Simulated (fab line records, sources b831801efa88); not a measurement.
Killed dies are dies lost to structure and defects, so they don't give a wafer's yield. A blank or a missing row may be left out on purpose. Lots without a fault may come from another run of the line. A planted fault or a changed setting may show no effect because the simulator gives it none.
fab line records | flow gf180mcu
record lots=10 wafers=29 last_day=34
route steps=602 shown V4@492 M5@537 TOP_METAL@569 PASSIVATION@598
lots that met no fault: from a run of the same line without faults
start_h: hours from the record's first day to the start of the lot's first wafer shown | wait_h: hours since the lot's step before | " the same as in the row above | L1.1+2: a row that stands for several wafers | - no value, or no start given | * or withheld: withheld | < > ~ a bound
route shown NAME@n: a module of which the file shows steps, and the number in the route of the first | usual: mean/standard deviation of fault-free wafers | same: alike in all rows | chamber/n: place in a boat | sites: the reading at each site | _std_site: their standard deviation | _edge_site: outer sites' mean less inner sites' | radius_mm: how far each site lies from the wafer's centre | mask NAME#n: copy n | behind: the tool/chamber that last shaped the wafer | hold: why the lot was held/for how many hours/how that ended | device: the transistor (n, p or np) that didn't switch | end of line: the same wafers' tests at the end of the route | a step without rows: its recipe alone | killed: dies lost to structure and defects at the first sort, not the wafer's yield | map: a wafer's dies, x killed, . not, _ none there
set.NAME: the setting as run; set.NAME@STEP: as run at that earlier step | model.NAME: the simulator's own value behind a step, which no gauge read
steps of the route over a sample of lots; a table a step, a row a wafer
services: from which hour (start_h, from the record's first day; less than 0 if before it) a tool's chamber was out of use, for how many hours, and why
## steps
# step GF_V4_ETCH_16
# recipe chemistry=N2/H2 target_depth_a=withheld overetch_a=withheld time_s=withheld target=BARC ion_energy_ev=200 source_w=500 bias_w=100 pressure_mtorr=30 n2_flow_sccm=100 h2_flow_sccm=200
# usual drypump_motor_current_A=5.7/0.31 n2_flow_sccm=99.9/0.33 oes_product_au=0.854/0.0051 throttle_valve_pct=13.224/0.0088
# columns lot.wafer tool chamber start_h wait_h drypump_motor_current_A n2_flow_sccm oes_product_au throttle_valve_pct
L738.2 rie_diel-04 2 599.80 0.0 5.5 99.9 0.850 13.218
L738.5 " 0 " " 5.7 99.6 0.857 13.220
L738.6 " 1 " " 6.1 99.7 0.858 13.232
L739.1 rie_diel-04 2 608.05 0.0 5.5 100.0 0.863 13.209
L739.2 " 3 " " 5.5 99.8 0.859 13.218
L739.4 " 3 " " 5.5 99.3 0.855 13.236
L740.2 rie_diel-02 1 614.25 0.0 6.0 100.7 0.852 13.227
L740.5 " 2 " " 5.2 100.3 0.856 13.220
L740.6 " 3 " " 5.8 99.9 0.857 13.219
L741.2 rie_diel-04 3 629.30 0.0 5.5 100.3 0.858 13.219
L741.5 " 1 " " 6.1 100.0 0.848 13.229
L741.6 " 0 " " 5.7 99.8 0.848 13.220
L743.1 rie_diel-02 2 639.95 0.0 5.2 99.8 0.853 13.218
L743.6 " 2 " " 5.2 99.8 0.851 13.242
L751.1 rie_diel-04 0 698.80 0.0 5.7 100.5 0.862 13.226
L751.3 " 1 " " 6.1 99.9 0.856 13.203
L751.4 " 1 " " 6.1 99.8 0.848 13.221
L752.1 rie_diel-03 1 703.92 0.0 5.3 99.7 0.852 13.222
L752.2 " 2 " " 6.3 100.3 0.850 13.232
L752.3 " 3 " " 5.9 99.8 0.855 13.221
L753.1 rie_diel-02 1 706.85 0.0 6.0 99.9 0.848 13.229
L753.2 " 3 " " 5.8 100.1 0.841 13.212
L753.3 " 0 " " 5.7 100.3 0.845 13.223
L754.1 rie_diel-03 3 713.54 0.0 6.0 100.2 0.860 13.233
L754.2 " 0 " " 5.8 99.8 0.865 13.215
L754.5 " 3 " " 6.0 100.5 0.855 13.237
L755.3 rie_diel-03 3 720.42 0.0 6.0 100.4 0.857 13.214
L755.5 " 3 " " 6.0 99.9 0.844 13.223
L755.6 " 0 " " 5.8 99.8 0.848 13.226
# step GF_M5_STRIP_11
# recipe chemistry=O2/N2 power_w=1400 pressure_mtorr=1500 platen_temp_c=250 o2_flow_sccm=3000 n2_flow_sccm=300 overash_fraction=0.5
# usual drypump_motor_current_A=6.1/0.32 heater_power_w=327/21 n2_flow_sccm=299.9/0.96 oes_product_au=0.523/0.0045 strip_time_to_endpoint_s=7.03/0.039
# same overash_fraction=0.5
# columns lot.wafer tool chamber start_h wait_h drypump_motor_current_A heater_power_w n2_flow_sccm oes_product_au rf_hours_counter_h strip_time_to_endpoint_s
L738.2 plasma_asher-01 1 643.95 0.1 6.0 307 300.3 0.516 90 7.01
L738.5 " 1 " " 6.1 313 300.4 0.520 - 7.05
L738.6 " 0 " " 6.5 322 301.3 0.518 - 7.07
L739.1 plasma_asher-02 0 651.22 0.1 6.3 318 299.0 0.523 23 7.00
L739.2 " 1 " " 5.5 334 300.2 0.515 23 7.01
L739.4 " 0 " " 6.2 298 299.4 0.519 - 6.97
L740.2 plasma_asher-02 0 657.70 0.1 6.2 310 301.9 0.522 24 7.08
L740.5 " 0 " " 6.3 302 298.9 0.521 - 7.07
L740.6 " 1 " " 5.5 321 299.7 0.524 - 7.09
L741.2 plasma_asher-03 0 671.87 0.1 6.1 374 300.1 0.521 101 7.09
L741.5 " 0 " " 6.1 369 301.3 0.530 - 7.12
L741.6 " 1 " " 6.1 340 299.9 0.522 - 7.05
L743.1 plasma_asher-02 0 681.85 0.2 6.3 310 300.2 0.526 26 7.03
L743.6 " 1 " " 5.5 322 299.9 0.530 - 6.99
L751.1 plasma_asher-02 1 737.18 0.2 5.5 324 299.0 0.521 32 6.96
L751.3 " 1 " " 5.5 319 299.1 0.522 - 7.01
L751.4 " 0 " " 6.2 310 301.0 0.517 - 6.98
L752.1 plasma_asher-02 1 741.72 0.1 5.5 328 300.7 0.524 33 7.05
L752.2 " 0 " " 6.3 306 300.3 0.517 33 7.04
L752.3 " 0 " " 6.3 304 300.7 0.520 - 7.02
L753.1 plasma_asher-03 0 743.83 0.2 6.1 352 299.7 0.525 0 6.98
L753.2 " 1 " " 6.2 341 300.3 0.508 0 6.97
L753.3 " 1 " " 6.1 344 299.2 0.524 - 6.98
L754.1 plasma_asher-01 1 749.80 0.1 6.0 321 299.4 0.520 101 7.04
L754.2 " 0 " " 6.5 324 300.4 0.525 101 7.04
L754.5 " 0 " " 6.5 324 299.6 0.524 - 7.01
L755.3 plasma_asher-03 0 756.58 0.1 6.1 360 300.4 0.512 - 6.90
L755.5 " 1 " " 6.1 333 298.6 0.528 - 7.00
L755.6 " 0 " " 6.1 351 299.7 0.517 - 6.97
# step GF_TOP_METAL_SPUTTER_02
# recipe material=AlCu target_thk_nm=900 power_w=10600 chamber_pressure_pa=0.3 substrate_temp_c=250 gas=Ar time_s=47.82
# usual throttle_valve_pct=29.8/1.1
# columns lot.wafer tool chamber start_h wait_h throttle_valve_pct
L738.2 pvd_sputter-01 - 666.26 0.0 30.4
L738.5 " - " " 28.7
L738.6 " - " " 30.4
L739.1 pvd_sputter-01 - 673.61 0.0 29.1
L739.2 " - " " 30.3
L739.4 " - " " 30.5
L740.2 pvd_sputter-01 - 680.04 0.0 30.0
L740.5 " - " " 28.8
L740.6 " - " " 30.3
L741.2 pvd_sputter-01 - 693.82 0.0 30.5
L741.5 " - " " 29.0
L741.6 " - " " 30.2
L743.1 pvd_sputter-01 - 703.16 0.0 28.9
L743.6 " - " " 28.7
L751.1 pvd_sputter-03 - 756.78 0.0 30.6
L751.3 " - " " 31.7
L751.4 " - " " 28.8
L752.1 pvd_sputter-02 - 761.41 0.0 32.1
L752.2 " - " " 30.2
L752.3 " - " " 29.9
L753.1 pvd_sputter-01 - 762.83 0.0 28.8
L753.2 " - " " 30.0
L753.3 " - " " 29.0
L754.1 pvd_sputter-02 - 769.14 0.0 30.5
L754.2 " - " " 31.9
L754.5 " - " " 29.6
L755.3 pvd_sputter-01 - 776.04 0.0 30.4
L755.5 " - " " 30.4
L755.6 " - " " 30.2
# step GF_TOP_METAL_RS_MEAS_05
# recipe thk_meas_gauge=four-point-probe reads=TiN_of_TOP_METAL_SPUTTER_04+Ti_of_TOP_METAL_SPUTTER_03+AlCu_of_TOP_METAL_SPUTTER_02+TiN_of_TOP_METAL_SPUTTER_01+Ti_of_TOP_METAL_SPUTTER_00
# usual TOP_METAL_ALCU_RS=0.0329/0.00033
# columns lot.wafer tool chamber start_h wait_h TOP_METAL_ALCU_RS[ohm/sq]
L738.2 film_metro-03 - 666.37 0.0 0.0329
L738.5 " - " " 0.0332
L738.6 " - " " 0.0333
L739.1 film_metro-04 - 673.70 0.0 0.0332
L739.2 " - " " 0.0338
L739.4 " - " " 0.0336
L740.2 film_metro-04 - 680.15 0.0 0.0329
L740.5 " - " " 0.0329
L740.6 " - " " 0.0312
L741.2 film_metro-04 - 693.93 0.0 0.0331
L741.5 " - " " 0.0331
L741.6 " - " " 0.0316
L743.1 film_metro-02 - 703.25 0.0 0.0332
L743.6 " - " " 0.0316
L751.1 film_metro-03 - 756.87 0.0 0.0324
L751.3 " - " " 0.0324
L751.4 " - " " 0.0327
L752.1 film_metro-02 - 761.50 0.0 0.0325
L752.2 " - " " 0.0329
L752.3 " - " " 0.0331
L753.1 film_metro-02 - 762.92 0.0 0.0324
L753.2 " - " " 0.0327
L753.3 " - " " 0.0325
L754.1 film_metro-04 - 769.23 0.0 0.0323
L754.2 " - " " 0.0325
L754.5 " - " " 0.0327
L755.3 film_metro-02 - 776.17 0.1 0.0336
L755.5 " - " " 0.0333
L755.6 " - " " 0.0332
# step GF_TOP_METAL_THK_MEAS_06
# recipe thk_meas_gauge=xrf reads=AlCu_of_TOP_METAL_SPUTTER_02
# usual TOP_METAL_ALCU_THK=911/11
# columns lot.wafer tool chamber start_h wait_h TOP_METAL_ALCU_THK[nm]
L738.2 film_metro-03 - 666.48 0.1 911
L738.5 " - " " 906
L738.6 " - " " 901
L739.1 film_metro-04 - 673.82 0.1 889
L739.2 " - " " 880
L739.4 " - " " 884
L740.2 film_metro-04 - 680.26 0.1 903
L740.5 " - " " 902
L740.6 " - " " 946
L741.2 film_metro-04 - 694.04 0.1 891
L741.5 " - " " 896
L741.6 " - " " 936
L743.1 film_metro-02 - 703.37 0.1 905
L743.6 " - " " 957
L751.1 film_metro-03 - 756.99 0.1 922
L751.3 " - " " 920
L751.4 " - " " 916
L752.1 film_metro-02 - 761.62 0.1 934
L752.2 " - " " 922
L752.3 " - " " 915
L753.1 film_metro-02 - 763.04 0.1 932
L753.2 " - " " 930
L753.3 " - " " 928
L754.1 film_metro-04 - 769.35 0.1 920
L754.2 " - " " 913
L754.5 " - " " 909
L755.3 film_metro-02 - 776.27 0.1 899
L755.5 " - " " 910
L755.6 " - " " 908
# step GF_PASSIVATION_ETCH_11
# recipe chemistry=CF4/O2 target_depth_nm=2040 stop_on=TiN source_w=800 bias_w=150 pressure_mtorr=150 cf4_flow_sccm=80 O2_flow_sccm=10 time_s=453.3
# usual cf4_flow_sccm=79.99/0.24 drypump_motor_current_A=5.7/0.37 oes_product_au=0.990/0.0049 throttle_valve_pct=5.968/0.0099
# columns lot.wafer tool chamber start_h wait_h cf4_flow_sccm drypump_motor_current_A oes_product_au rf_hours_counter_h throttle_valve_pct
L738.2 rie_diel-01 2 705.46 - 79.60 5.8 0.994 48 5.970
L738.5 " 3 " " 80.09 5.6 0.988 - 5.983
L738.6 " 2 " " 79.85 5.8 0.984 - 5.951
L739.1 rie_diel-02 3 710.85 - 79.84 5.8 0.993 8 5.968
L739.2 " 1 " " 80.17 6.0 0.993 43 5.957
L739.4 " 0 " " 80.05 5.6 0.992 58 5.953
L740.2 rie_diel-03 1 718.01 - 80.01 5.3 0.991 30 5.984
L740.5 " 3 " " 79.71 6.0 0.994 - 5.955
L740.6 " 0 " " 79.74 5.8 0.979 - 5.964
L741.2 rie_diel-03 2 730.11 - 80.19 6.3 0.988 17 5.973
L741.5 " 0 " " 80.30 5.8 0.992 - 5.971
L741.6 " 1 " " 80.19 5.3 0.986 - 5.965
L743.1 rie_diel-03 2 739.15 - 79.94 6.3 0.998 18 5.963
L743.6 " 0 " " 80.10 5.8 0.994 - 5.970
L751.1 rie_diel-02 1 789.24 - 80.50 6.0 0.994 47 5.947
L751.3 " 2 " " 79.95 5.2 0.995 27 5.956
L751.4 " 1 " " 79.65 6.0 0.996 - 5.961
L752.1 rie_diel-01 0 794.24 - 79.90 4.8 0.981 9 5.960
L752.2 " 3 " " 80.36 5.6 0.987 30 5.961
L752.3 " 1 " " 80.24 5.4 0.991 20 5.974
L753.1 rie_diel-03 1 795.31 - 79.86 5.3 0.989 34 5.975
L753.2 " 2 " " 80.14 6.3 0.993 20 5.964
L753.3 " 0 " " 79.64 5.8 0.989 17 5.954
L754.1 rie_diel-03 3 801.04 - 79.61 5.9 0.986 7 5.979
L754.2 " 2 " " 79.88 6.3 0.995 21 5.966
L754.5 " 1 " " 80.29 5.3 0.993 - 5.961
L755.3 rie_diel-01 2 807.39 - 80.20 5.8 0.993 2 5.982
L755.5 " 2 " " 80.10 5.9 0.985 - 5.963
L755.6 " 3 " " 80.23 5.6 0.997 - 5.969
## services
# columns tool chamber start_h hours kind
rie_diel-02 1 583.96 7.7 repair
pvd_sputter-02 - 595.02 3.5 repair
pvd_sputter-02 - 597.28 2.7 repair
plasma_asher-01 - 597.84 2.8 pm
rie_diel-04 0 604.87 5.7 repair
rie_diel-01 - 616.68 0.8 repair
rie_diel-04 - 632.36 0.3 repair
rie_diel-04 0 650.87 8.7 repair
plasma_asher-02 - 652.93 2.8 pm
rie_diel-02 - 655.92 1.0 repair
rie_diel-03 3 669.02 6.3 repair
rie_diel-04 - 671.17 2.4 repair
plasma_asher-01 - 676.95 0.7 repair
rie_diel-02 - 692.90 0.7 repair
rie_diel-04 2 693.73 6.5 repair
rie_diel-03 3 724.65 12.6 repair
rie_diel-02 0 726.57 6.1 repair
plasma_asher-03 - 733.75 9.0 pm
pvd_sputter-02 - 755.46 3.7 repair
pvd_sputter-01 - 766.90 8.0 repair
plasma_asher-02 - 768.10 1.1 repair
rie_diel-01 3 769.44 7.0 repair
rie_diel-02 3 787.62 6.6 repair
pvd_sputter-01 - 788.37 1.6 repair
## key
first_sign step=GF_TOP_METAL_RS_MEAS_05 reading=TOP_METAL_ALCU_RS direction=down sigmas=4.3 usual=0.0329 struck=0.0315
effect step=GF_TOP_METAL_THK_MEAS_06 reading=TOP_METAL_ALCU_THK direction=up sigmas=3.1 usual=911 struck=946
met_at GF_TOP_METAL_SPUTTER_02
struck_lots L740,L741,L743
struck_wafers L740.6,L741.6,L743.6
not_acting_at GF_V4_ETCH_16,GF_M5_STRIP_11,GF_PASSIVATION_ETCH_11
onset_between 673.61 680.04
fault kind=process_parameter_drift tool=pvd_sputter-01 chamber=- onset_h=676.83 steps=GF_TOP_METAL_SPUTTER_02 channel=target_thk_nm offset=49.81 shape=step end_h=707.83 scope=struck_wafers_only acts_in=these_recipes_only stated=900
